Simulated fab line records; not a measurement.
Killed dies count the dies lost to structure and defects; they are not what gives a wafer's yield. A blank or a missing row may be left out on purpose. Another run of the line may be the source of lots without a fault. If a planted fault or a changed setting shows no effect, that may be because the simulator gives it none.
Struck lot and sound lot, side by side    flow sky130    23 out of 708 route steps
Sound: wafers L177.3, L177.5, L177.6. Struck: wafer L166.3 (left out: L166.2, a lot-mate that was not struck); the cause follows at the end.
At each step with rows: each side's tool, then ch and its chambers, then its first start. Under that, the readings that differ: sound wafers    struck wafers    difference of the means    sigmas: that difference in standard deviations of wafers without a fault.
alike: readings with means less than 2 such deviations apart, plus words and numbers identical on both sides. not compared: withheld readings, readings lacking a value on some wafer, bounds such as >300 that could conceal the same value, and numbers that have no deviation in the record and whose values overlap.
Wherever a step has rows on one side only, a row that says differs or no value, or a row with sigmas, the two part there. Numbers that have no deviation but don't overlap get no sigmas and don't part them. A reading that every wafer of one side lacks parts them only if that side has two wafers or more.

first, 1 step without rows for these wafers: SKY_CAP2M_DEVELOP_11 (develop time 60 s).
SKY_CAP2M_OVL_MEAS_12:
  sound on overlay-02, day 46 06:02; struck on overlay-02, day 43 11:40
reading         sound           struck  difference  sigmas
CAP2M_OVL (nm)  -3.4 -0.5 -1.3  1.7     +3.4        +3
SKY_CAP2M_METAL_ETCH_13: etches TiN in Cl2/BCl3, stops on SiO2, target depth 220 nm, time 62.9 s.
  sound on rie metal-03 ch 0,1, day 46 06:05; struck on rie metal-01 ch 0, day 43 11:42
  alike: drypump motor current A, oes product au, throttle valve pct
  not compared: rf hours counter h
SKY_CAP2M_STRIP_14: strips in O2/N2.
  sound on plasma asher-02 ch 0,1, day 46 06:10; struck on plasma asher-01 ch 1, day 43 11:47
reading                sound              struck  difference  sigmas
oes product au (a.u.)  0.704 0.712 0.706  0.718   +0.011      +2
  alike: drypump motor current A, strip time to endpoint s
  not compared: rf hours counter h
then, 8 steps without rows for these wafers: SKY_CAP2M_STRIP_15 (strips in post etch residue remover, time 1200 s); SKY_CAP2M_CLEAN_16 (cleans in IPA, time 180 s); SKY_CAP2M_CLEAN_17 (cleans in O3/DIW); SKY_METAL4_DEHYDRATE_05 (time 60 s); SKY_METAL4_HMDS_06 (prime time 60 s); SKY_METAL4_COAT_07 (resist thk 60 nm); SKY_METAL4_COAT_08 (resist thk 1140 nm); SKY_METAL4_SOFTBAKE_09 (time 90 s).
SKY_METAL4_EXPOSE_10: exposes mask MM4, target cd 300 nm.
  sound on krf scanner-02 ch 0, day 46 17:26; struck on krf scanner-02 ch 0, day 44 00:31
  alike: mask, focus offset nm
then, 2 steps without rows for these wafers: SKY_METAL4_PEB_11; SKY_METAL4_DEVELOP_12 (develop time 60 s).
SKY_METAL4_CD_MEAS_13: target cd 300 nm.
  sound on cd sem-02, day 47 03:06; struck on cd sem-01, day 44 11:17
reading     sound              struck  difference  sigmas
cd nm (nm)  300.1 299.9 301.4  252.3   -48.2       -34
SKY_METAL4_OVL_MEAS_14:
  sound on overlay-01, day 47 03:11; struck on overlay-02, day 44 11:23
  alike: METAL4_OVL
SKY_METAL4_DESCUM_15: chemistry O2, time 8 s.
  sound on rie metal-04 ch 0,1, day 47 03:14; struck on rie metal-04 ch 0, day 44 11:25
reading                  sound              struck  difference  sigmas
model.METAL4.cd nm (nm)  300.1 299.5 300.7  252.5   -47.6       
  alike: drypump motor current A, oes product au, temp c
  not compared: rf hours counter h
SKY_METAL4_ETCH_16: etches BARC in N2/H2, stops on SiO2, time 88.2 s, target depth 60 nm.
  sound on rie metal-04 ch 0,1, day 47 03:17; struck on rie metal-04 ch 0, day 44 11:27
  alike: drypump motor current A, oes product au, throttle valve pct
  not compared: rf hours counter h
SKY_METAL4_ETCH_17: etches SiO2 in C4F8/O2/Ar, stops on TiN, time 3.9 s, target depth 15 nm.
  sound on rie diel-01 ch 1,2,3, day 47 03:21; struck on rie diel-04 ch 0, day 44 11:33
  alike: oes product au
SKY_METAL4_METAL_ETCH_18: etches the open film in Cl2/BCl3, stops on SiO2, target depth 845 nm, time 183.1 s.
  sound on rie metal-02 ch 0,1, day 47 03:26; struck on rie metal-01 ch 1, day 44 11:38
reading                      sound              struck  difference  sigmas
drypump motor current A (A)  5.73 5.70 5.97     5.15    -0.65       -3
oes product au (a.u.)        0.854 0.866 0.849  0.870   +0.014      +2
model.METAL4.cd nm (nm)      299.7 302.8 301.7  255.1   -46.3       
  alike: throttle valve pct
  not compared: rf hours counter h
SKY_METAL4_STRIP_19: strips in O2/N2.
  sound on plasma asher-01 ch 0,1, day 47 03:35; struck on plasma asher-04 ch 0, day 44 11:55
  alike: drypump motor current A, oes product au, strip time to endpoint s
  not compared: rf hours counter h
-- the record jumps here: 4 days lie between the struck wafers' starts before and after (it left off in module METAL4 and takes up again in module PAD_OPEN, whose first step shown is number 708 of the route) --
SKY_PAD_OPEN_PROBE_99:
  sound on prober-02, day 50 08:47; struck on prober-01, day 48 02:40
reading                                sound                 struck  difference  sigmas
defect limited yield (%)               75.8 82.3 80.5        64.6    -14.9       -8
killed_at_M4_up                        1 0 1                 92      +91         +51
killed at contacts                     37 33 40              20      -17         -3
killed dies                            119 87 96             174     +73         +8
killed on rim                          23 21 19              58      +37         +10
killed open                            66 50 56              43      -14         -2
sort_bin_5_function (%)                16.9 10.8 12.2        27.8    +14.5       +10
sort n pass                            373 405 396           318     -73         -8
sort yield pct (%)                     75.8 82.3 80.5        64.6    -14.9       -8
model.etest.tester.sort n pass         373 405 396           318     -73         
model.etest.met4.width nm (nm)         300.4 302.9 302.7     251.4   -50.6       
model.etest.tester.sort yield pct (%)  75.81 82.32 80.49     64.63   -14.91      
model.etest.tester.sort_bin_5_pct (%)  16.87 10.77 12.2      27.85   +14.57      
model.etest.met4.line ohm um           0.1451 0.1435 0.1427  0.1693  +0.0255     
  alike: killed_at_M0_to_M3, killed at front end, killed at other, killed short, sort_bin_3_pad_short, sort_bin_6_memory

## WHERE THEY PART
First at SKY_CAP2M_OVL_MEAS_12; last, within this record, at SKY_PAD_OPEN_PROBE_99.

WHY: what had been put in by the simulator
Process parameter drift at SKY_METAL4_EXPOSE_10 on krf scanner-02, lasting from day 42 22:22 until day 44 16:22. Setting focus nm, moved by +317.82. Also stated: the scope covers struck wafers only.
